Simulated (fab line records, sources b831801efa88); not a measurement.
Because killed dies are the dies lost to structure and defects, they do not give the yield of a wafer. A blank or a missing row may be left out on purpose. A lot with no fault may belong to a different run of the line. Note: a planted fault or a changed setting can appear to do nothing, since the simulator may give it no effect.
fab line records	flow sky130
record: lots: 11	wafers: 33	lastDay: 50
route steps=708 shown VIA4@652 METAL5@662 PAD_OPEN@708
lots with no fault: from the same line, run without faults
startH: hours from the record's opening day to when the first of the lot's shown wafers began	waitH: hours from the lot's prior step to this one	" as in the row above	L1.1+2: several wafers, shown together as one row	- value missing, or start not given	* or withheld: withheld	< > ~ a bound
route shown NAME@n: NAME is a module with steps in the file, n the number in the route of the first one	usual: mean/standard deviation of fault-free wafers	same: alike in all rows	chamber/n: place in a boat	sites: each site's reading	_std_site: how widely they spread, as a standard deviation	_edge_site: mean of outer sites minus mean of inner sites	radiusMm: for every site, how far away it sits from the centre of the wafer	mask NAME#n: copy n	behind: the most recent tool/chamber to have shaped the wafer	hold: why the lot went on hold/how many hours it stayed there/how the hold came to an end	device: the n, p or np transistor that did not switch	end of line: the tests these same wafers got at the end of their route	a step without rows: its recipe alone	killed: the dies lost at the first sort to structure and to defects; this is not the yield of the wafer	map: shows each die of a wafer: x if killed, . if not, _ if none is there
set.NAME: setting as actually run; set.NAME@STEP: the setting as run at that earlier step	model.NAME: the simulator's own value behind a step, which no gauge read
one table for each step of the route and one row for each wafer, over a sample of lots
services: from which hour (startH, from the record's first day; less than 0 if before it) a tool's chamber was out of use, for how many hours, and why
== steps ==
step: SKY_VIA4_STRIP_13
recipe: chemistry: O2/N2	powerW: 1400	pressureMtorr: 1500	platenTempC: withheld	o2FlowSccm: 3000	n2FlowSccm: 300	overashFraction: 0.5
usual: drypumpMotorCurrentA: 5.7/0.46	oesProductAu: 0.710/0.005	stripTimeToEndpointS: 12.80/0.035
same: overashFraction: 0.5
lot.wafer	tool	chamber	startH	waitH	drypumpMotorCurrentA	oesProductAu	rfHoursCounterH	stripTimeToEndpointS
L125.2	plasmaAsher-03	1	1001.12	-	6.5	0.705	25	12.76
L125.3	"	1	"	"	6.5	0.714	-	12.81
L125.4	"	0	"	"	5.8	0.708	-	12.77
L126.3	plasmaAsher-02	0	1007.67	-	5.0	0.706	-	12.80
L126.5	"	0	"	"	5.0	0.710	-	12.78
L126.6	"	1	"	"	5.5	0.707	-	12.82
L127.3	plasmaAsher-02	1	1010.71	-	5.5	0.705	-	12.80
L127.4	"	0	"	"	5.0	0.717	-	12.78
L127.6	"	0	"	"	5.0	0.710	-	12.79
L130.1	plasmaAsher-01	0	1047.69	-	6.0	0.706	119	12.79
L130.2	"	1	"	"	5.5	0.713	119	12.77
L130.4	"	1	"	"	5.5	0.705	-	12.79
L129.1	plasmaAsher-02	0	1052.34	-	5.1	0.705	97	12.79
L129.4	"	1	"	"	5.5	0.716	-	12.70
L129.6	"	0	"	"	5.0	0.713	-	12.78
L131.2	plasmaAsher-02	1	1057.99	-	5.5	0.708	97	12.88
L131.3	"	1	"	"	5.5	0.719	-	12.78
L131.4	"	0	"	"	5.0	0.712	-	12.79
L134.4	plasmaAsher-01	1	1087.71	-	5.5	0.715	-	12.79
L134.5	"	1	"	"	5.5	0.714	-	12.81
L134.6	"	0	"	"	5.9	0.712	-	12.79
L137.3	plasmaAsher-03	1	1088.96	-	6.5	0.702	-	12.76
L137.4	"	0	"	"	5.8	0.704	-	12.84
L137.5	"	1	"	"	6.5	0.705	-	12.77
L140.2	plasmaAsher-03	0	1091.48	-	5.8	0.711	34	12.81
L140.4	"	1	"	"	6.5	0.711	-	12.83
L140.6	"	1	"	"	6.4	0.714	-	12.80
L147.1	plasmaAsher-03	0	1136.77	-	5.8	0.705	38	12.90
L147.2	"	1	"	"	6.5	0.709	38	12.84
L147.5	"	1	"	"	6.5	0.713	-	12.80
L148.1	plasmaAsher-02	1	1137.77	-	5.5	0.705	105	12.83
L148.3	"	1	"	"	5.5	0.706	-	12.77
L148.4	"	0	"	"	5.0	0.696	-	12.82
step: SKY_VIA4_SPUTTER_17
recipe: material: TiN	targetThkNm: 20	chamberPressurePa: 5	powerW: 4000	timeS: 80
usual: throttleValvePct: 30.1/0.98
lot.wafer	tool	chamber	startH	waitH	throttleValvePct
L125.2	pvdSputter-01	-	1001.72	0.0	29.0
L125.3	"	-	"	"	29.8
L125.4	"	-	"	"	30.9
L126.3	pvdSputter-04	-	1008.27	0.0	29.6
L126.5	"	-	"	"	29.6
L126.6	"	-	"	"	31.7
L127.3	pvdSputter-02	-	1011.33	0.0	29.5
L127.4	"	-	"	"	30.7
L127.6	"	-	"	"	31.0
L130.1	pvdSputter-01	-	1048.32	0.0	28.8
L130.2	"	-	"	"	29.2
L130.4	"	-	"	"	29.7
L129.1	pvdSputter-04	-	1052.94	0.0	30.0
L129.4	"	-	"	"	31.8
L129.6	"	-	"	"	29.9
L131.2	pvdSputter-04	-	1058.66	0.0	29.4
L131.3	"	-	"	"	31.5
L131.4	"	-	"	"	30.1
L134.4	pvdSputter-02	-	1088.27	0.0	30.6
L134.5	"	-	"	"	30.6
L134.6	"	-	"	"	32.0
L137.3	pvdSputter-01	-	1089.55	0.0	28.8
L137.4	"	-	"	"	29.8
L137.5	"	-	"	"	29.0
L140.2	pvdSputter-01	-	1092.11	0.0	29.6
L140.4	"	-	"	"	29.1
L140.6	"	-	"	"	29.1
L147.1	pvdSputter-04	-	1137.37	0.0	29.9
L147.2	"	-	"	"	29.7
L147.5	"	-	"	"	31.7
L148.1	pvdSputter-01	-	1138.36	0.0	28.7
L148.3	"	-	"	"	29.9
L148.4	"	-	"	"	29.1
step: SKY_VIA4_CVD_18
recipe: material: W	targetThkNm: 505	timeS: 152.14	tempC: 400	pressureTorr: 40
usual: heaterPowerW: 832/55	susceptorTempC: 400.01/0.19
lot.wafer	tool	chamber	startH	waitH	heaterPowerW	susceptorTempC
L125.2	cvdW-02	0	1001.78	0.0	826	399.81
L125.3	"	0	"	"	820	400.41
L125.4	"	1	"	"	825	400.00
L126.3	cvdW-02	1	1008.39	0.1	790	400.21
L126.5	"	0	"	"	824	400.18
L126.6	"	1	"	"	809	400.20
L127.3	cvdW-02	1	1011.44	0.1	818	400.05
L127.4	"	0	"	"	802	399.76
L127.6	"	1	"	"	812	400.04
L130.1	cvdW-02	0	1048.39	0.0	820	399.91
L130.2	"	1	"	"	806	399.98
L130.4	"	0	"	"	831	400.15
L129.1	cvdW-02	0	1053.00	0.0	808	399.79
L129.4	"	1	"	"	811	399.73
L129.6	"	0	"	"	818	399.95
L131.2	cvdW-02	0	1058.72	0.0	776	397.43
L131.3	"	1	"	"	785	396.84
L131.4	"	0	"	"	802	397.14
L134.4	cvdW-01	0	1088.38	0.1	787	399.70
L134.5	"	1	"	"	960	400.16
L134.6	"	0	"	"	809	399.65
L137.3	cvdW-01	0	1089.66	0.1	800	400.06
L137.4	"	1	"	"	936	399.89
L137.5	"	1	"	"	964	399.96
L140.2	cvdW-01	1	1092.17	0.0	936	399.82
L140.4	"	0	"	"	778	399.88
L140.6	"	0	"	"	815	399.90
L147.1	cvdW-02	1	1137.43	0.0	786	400.01
L147.2	"	0	"	"	807	400.05
L147.5	"	0	"	"	830	400.19
L148.1	cvdW-01	0	1138.42	0.0	821	400.04
L148.3	"	1	"	"	958	400.27
L148.4	"	0	"	"	801	400.04
step: SKY_VIA4_RS_MEAS_19
recipe: thkMeasGauge: four-point-probe	reads: W_of_VIA4_CVD_18+TiN_of_VIA4_SPUTTER_17
usual: VIA4_W_RS: 0.2241/0.0029
lot.wafer	tool	chamber	startH	waitH	VIA4_W_RS[ohm/sq]
L125.2	filmMetro-04	-	1001.95	0.1	0.2245
L125.3	"	-	"	"	0.2237
L125.4	"	-	"	"	0.2231
L126.3	filmMetro-04	-	1008.53	0.1	0.2236
L126.5	"	-	"	"	0.2266
L126.6	"	-	"	"	0.2246
L127.3	filmMetro-02	-	1011.58	0.1	0.2238
L127.4	"	-	"	"	0.2258
L127.6	"	-	"	"	0.2210
L130.1	filmMetro-04	-	1048.54	0.1	0.2237
L130.2	"	-	"	"	0.2231
L130.4	"	-	"	"	0.2222
L129.1	filmMetro-02	-	1053.15	0.1	0.2245
L129.4	"	-	"	"	0.2210
L129.6	"	-	"	"	0.2196
L131.2	filmMetro-04	-	1058.89	0.1	0.2356
L131.3	"	-	"	"	0.2367
L131.4	"	-	"	"	0.2368
L134.4	filmMetro-04	-	1088.54	0.1	0.2281
L134.5	"	-	"	"	0.2250
L134.6	"	-	"	"	0.2290
L137.3	filmMetro-04	-	1089.80	0.1	0.2290
L137.4	"	-	"	"	0.2243
L137.5	"	-	"	"	0.2222
L140.2	filmMetro-02	-	1092.34	0.1	0.2254
L140.4	"	-	"	"	0.2297
L140.6	"	-	"	"	0.2297
L147.1	filmMetro-04	-	1137.58	0.1	0.2204
L147.2	"	-	"	"	0.2265
L147.5	"	-	"	"	0.2260
L148.1	filmMetro-02	-	1138.57	0.1	0.2266
L148.3	"	-	"	"	0.2239
L148.4	"	-	"	"	0.2266
step: SKY_VIA4_THK_MEAS_20
recipe: thkMeasGauge: xrf	reads: W_of_VIA4_CVD_18
usual: VIA4_W_THK: 503/7.1
lot.wafer	tool	chamber	startH	waitH	VIA4_W_THK[nm]
L125.2	filmMetro-04	-	1002.06	0.1	499
L125.3	"	-	"	"	501
L125.4	"	-	"	"	503
L126.3	filmMetro-04	-	1008.63	0.1	502
L126.5	"	-	"	"	494
L126.6	"	-	"	"	501
L127.3	filmMetro-02	-	1011.68	0.1	504
L127.4	"	-	"	"	502
L127.6	"	-	"	"	511
L130.1	filmMetro-04	-	1048.66	0.1	499
L130.2	"	-	"	"	501
L130.4	"	-	"	"	504
L129.1	filmMetro-02	-	1053.27	0.1	506
L129.4	"	-	"	"	512
L129.6	"	-	"	"	516
L131.2	filmMetro-04	-	1059.00	0.1	480
L131.3	"	-	"	"	477
L131.4	"	-	"	"	478
L134.4	filmMetro-04	-	1088.63	0.1	488
L134.5	"	-	"	"	493
L134.6	"	-	"	"	488
L137.3	filmMetro-04	-	1089.90	0.1	486
L137.4	"	-	"	"	492
L137.5	"	-	"	"	500
L140.2	filmMetro-02	-	1092.45	0.1	508
L140.4	"	-	"	"	496
L140.6	"	-	"	"	496
L147.1	filmMetro-04	-	1137.70	0.1	505
L147.2	"	-	"	"	491
L147.5	"	-	"	"	490
L148.1	filmMetro-02	-	1138.69	0.1	501
L148.3	"	-	"	"	508
L148.4	"	-	"	"	500
step: SKY_METAL5_SPUTTER_01
recipe: material: TiN	targetThkNm: 20	powerW: 6500	timeS: 16.7	chamberPressurePa: 0.4
usual: throttleValvePct: 30.1/1.1
lot.wafer	tool	chamber	startH	waitH	throttleValvePct
L125.2	pvdSputter-02	-	1002.44	0.0	30.7
L125.3	"	-	"	"	31.7
L125.4	"	-	"	"	30.7
L126.3	pvdSputter-04	-	1008.99	0.0	31.9
L126.5	"	-	"	"	29.8
L126.6	"	-	"	"	31.6
L127.3	pvdSputter-03	-	1012.35	0.0	29.2
L127.4	"	-	"	"	29.1
L127.6	"	-	"	"	29.1
L130.1	pvdSputter-03	-	1049.04	0.0	28.3
L130.2	"	-	"	"	29.0
L130.4	"	-	"	"	30.9
L129.1	pvdSputter-03	-	1053.65	0.0	28.5
L129.4	"	-	"	"	29.3
L129.6	"	-	"	"	28.4
L131.2	pvdSputter-03	-	1059.37	0.0	28.9
L131.3	"	-	"	"	31.2
L131.4	"	-	"	"	28.6
L134.4	pvdSputter-02	-	1089.06	0.0	31.8
L134.5	"	-	"	"	30.5
L134.6	"	-	"	"	32.0
L137.3	pvdSputter-02	-	1090.27	0.0	30.9
L137.4	"	-	"	"	31.0
L137.5	"	-	"	"	30.6
L140.2	pvdSputter-02	-	1092.83	0.0	29.5
L140.4	"	-	"	"	31.7
L140.6	"	-	"	"	31.8
L147.1	pvdSputter-04	-	1138.09	0.0	29.3
L147.2	"	-	"	"	30.2
L147.5	"	-	"	"	29.1
L148.1	pvdSputter-04	-	1139.07	0.0	31.5
L148.3	"	-	"	"	29.8
L148.4	"	-	"	"	29.2
step: SKY_PAD_OPEN_PROBE_99
usual: killed_at_M0_to_M3: 43/7.5	killed_at_M4_up: 2.8/1.8	killedAtContacts: 24/5.3	killedAtFrontEnd: 14/4.2	killedAtOther: 0.3/0.54	killedDies: 84/9.4	killedOnRim: 16/3.3	killedOpen: 46/7.1	killedShort: 38/6.6
same: grossDies: 492	killedAtBackSide: 0
lot.wafer	tool	chamber	startH	waitH	killed_at_M0_to_M3	killed_at_M4_up	killedAtContacts	killedAtFrontEnd	killedAtOther	killedDies	killedOnRim	killedOpen	killedShort
L126.3	prober-02	-	1079.71	0.2	43	3	31	15	1	93	17	52	41
L126.5	prober-02	-	1079.81	0.2	37	5	25	13	2	82	16	50	32
L126.6	prober-02	-	1079.86	0.2	52	3	33	16	0	104	23	55	49
L131.2	prober-02	-	1123.51	0.1	41	2	20	429	0	492	96	45	37
L131.3	prober-02	-	1123.56	0.2	41	6	35	410	0	492	96	65	34
L131.4	prober-02	-	1123.61	0.2	44	1	26	421	0	492	96	52	33
L147.1	prober-01	-	1192.31	0.1	47	4	26	17	1	95	16	57	38
L147.2	prober-01	-	1192.36	0.1	54	5	21	10	0	90	16	52	38
L147.5	prober-01	-	1192.51	0.2	50	4	27	12	0	93	20	51	42
killed by level:class
L126.3 CONTACT:geometricParticle:open=9 METAL2:geometricParticle:short=9 VIA1:geometricParticle:open=9 LI_CONTACT:geometricParticle:open=8 FIELD_ISO:geometricParticle:short=6 LOCAL_INTERCONNECT:geometricParticle:short=6 VIA3:geometricParticle:open=6 CONTACT:geometricParticle:short=5
L126.5 CONTACT:geometricParticle:open=9 LI_CONTACT:geometricParticle:open=8 METAL1:geometricParticle:short=8 VIA3:geometricParticle:open=7 VIA1:geometricParticle:open=7 FIELD_ISO:geometricParticle:open=5 POLY_GATE:geometricParticle:open=4 CONTACT:geometricParticle:short=4
L126.6 VIA1:geometricParticle:open=10 VIA2:geometricParticle:open=10 LI_CONTACT:geometricParticle:open=9 CONTACT:geometricParticle:open=8 LOCAL_INTERCONNECT:geometricParticle:short=7 METAL1:geometricParticle:short=7 POLY_GATE:geometricParticle:open=6 LI_CONTACT:geometricParticle:short=6
L131.2 NWELL:areaDevelop=409 VIA1:geometricParticle:open=12 CONTACT:geometricParticle:open=9 FIELD_ISO:geometricParticle:short=6 VIA1:geometricParticle:short=6 VIA2:geometricParticle:open=5 VIA3:geometricParticle:open=5 POLY_GATE:geometricParticle:short=4
L131.3 NWELL:areaDevelop=393 VIA1:geometricParticle:open=17 CONTACT:geometricParticle:open=17 FIELD_ISO:geometricParticle:open=7 VIA3:geometricParticle:open=7 LI_CONTACT:geometricParticle:open=6 LI_CONTACT:geometricParticle:short=5 VIA2:geometricParticle:open=4
L131.4 NWELL:areaDevelop=407 CONTACT:geometricParticle:open=13 VIA1:geometricParticle:open=10 METAL2:geometricParticle:short=7 VIA2:geometricParticle:open=6 LI_CONTACT:geometricParticle:open=5 VIA3:geometricParticle:open=4 POLY_GATE:geometricParticle:short=4
L147.1 VIA1:geometricParticle:open=17 CONTACT:geometricParticle:open=10 CONTACT:geometricParticle:short=7 VIA2:geometricParticle:open=7 FIELD_ISO:geometricParticle:open=6 VIA3:geometricParticle:open=6 LOCAL_INTERCONNECT:geometricParticle:short=4 METAL2:geometricParticle:short=4
L147.2 VIA1:geometricParticle:open=16 LI_CONTACT:geometricParticle:open=7 METAL2:geometricParticle:short=6 VIA3:geometricParticle:open=6 METAL1:geometricParticle:short=5 VIA1:geometricParticle:short=5 VIA2:geometricParticle:open=5 FIELD_ISO:geometricParticle:open=4
L147.5 VIA1:geometricParticle:open=15 LI_CONTACT:geometricParticle:open=9 CONTACT:geometricParticle:open=7 LOCAL_INTERCONNECT:geometricParticle:short=5 METAL2:geometricParticle:short=5 VIA3:geometricParticle:short=5 VIA3:geometricParticle:open=5 FIELD_ISO:geometricParticle:short=4
== services ==
tool	chamber	startH	hours	kind
pvdSputter-01	-	1003.80	1.2	repair
cvdW-01	-	1015.60	1.3	repair
pvdSputter-03	-	1031.46	3.3	repair
cvdW-02	-	1042.83	2.8	pm
cvdW-01	-	1052.85	0.5	repair
plasmaAsher-01	-	1055.25	9.0	pm
plasmaAsher-01	0	1055.25	9.0	ventCycle
plasmaAsher-01	1	1055.25	9.0	ventCycle
plasmaAsher-01	-	1057.84	0.8	repair
plasmaAsher-01	0	1064.25	-	clean
plasmaAsher-01	1	1064.25	-	clean
pvdSputter-04	-	1071.87	23.0	repair
pvdSputter-03	-	1090.15	1.6	repair
plasmaAsher-01	-	1090.31	9.1	repair
pvdSputter-01	-	1092.99	8.6	repair
pvdSputter-04	-	1113.19	7.2	repair
plasmaAsher-02	-	1113.72	1.1	repair
pvdSputter-02	-	1128.42	5.1	repair
pvdSputter-04	-	1131.02	2.8	repair
pvdSputter-02	-	1137.59	9.0	repair
== key ==
firstSign: step: SKY_VIA4_CVD_18	reading: susceptorTempC	direction: down	sigmas: 15	usual: *	struck: *
effect: step: SKY_VIA4_RS_MEAS_19	reading: VIA4_W_RS	direction: up	sigmas: 4.2	usual: 0.2241	struck: 0.2364
effect: step: SKY_VIA4_THK_MEAS_20	reading: VIA4_W_THK	direction: down	sigmas: 3.5	usual: 503	struck: 478
metAt SKY_VIA4_CVD_18
struckLots L131
testerLeftOut L131
notActingAt SKY_VIA4_STRIP_13,SKY_VIA4_SPUTTER_17,SKY_METAL5_SPUTTER_01
onsetBetween 1053.00 1058.72
earlierFault: kind: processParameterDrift	tool: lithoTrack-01	chamber: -	onsetH: 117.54	steps: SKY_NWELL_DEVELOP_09	channel: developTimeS	offset: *	shape: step	endH: 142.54	actsIn: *	stated: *
fault: kind: processParameterDrift	tool: cvdW-02	chamber: -	onsetH: 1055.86	steps: SKY_VIA4_CVD_18	channel: tempC	offset: *	shape: step	endH: 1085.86	actsIn: *	stated: *
testerLeftOut: of these lots the tester's yield and bins aren't shown, on N5 and GAA mostly nor the transistor test; their killed dies are dies lost to structure and defects alone, not to doping, threshold or leakage, so they don't give the yield
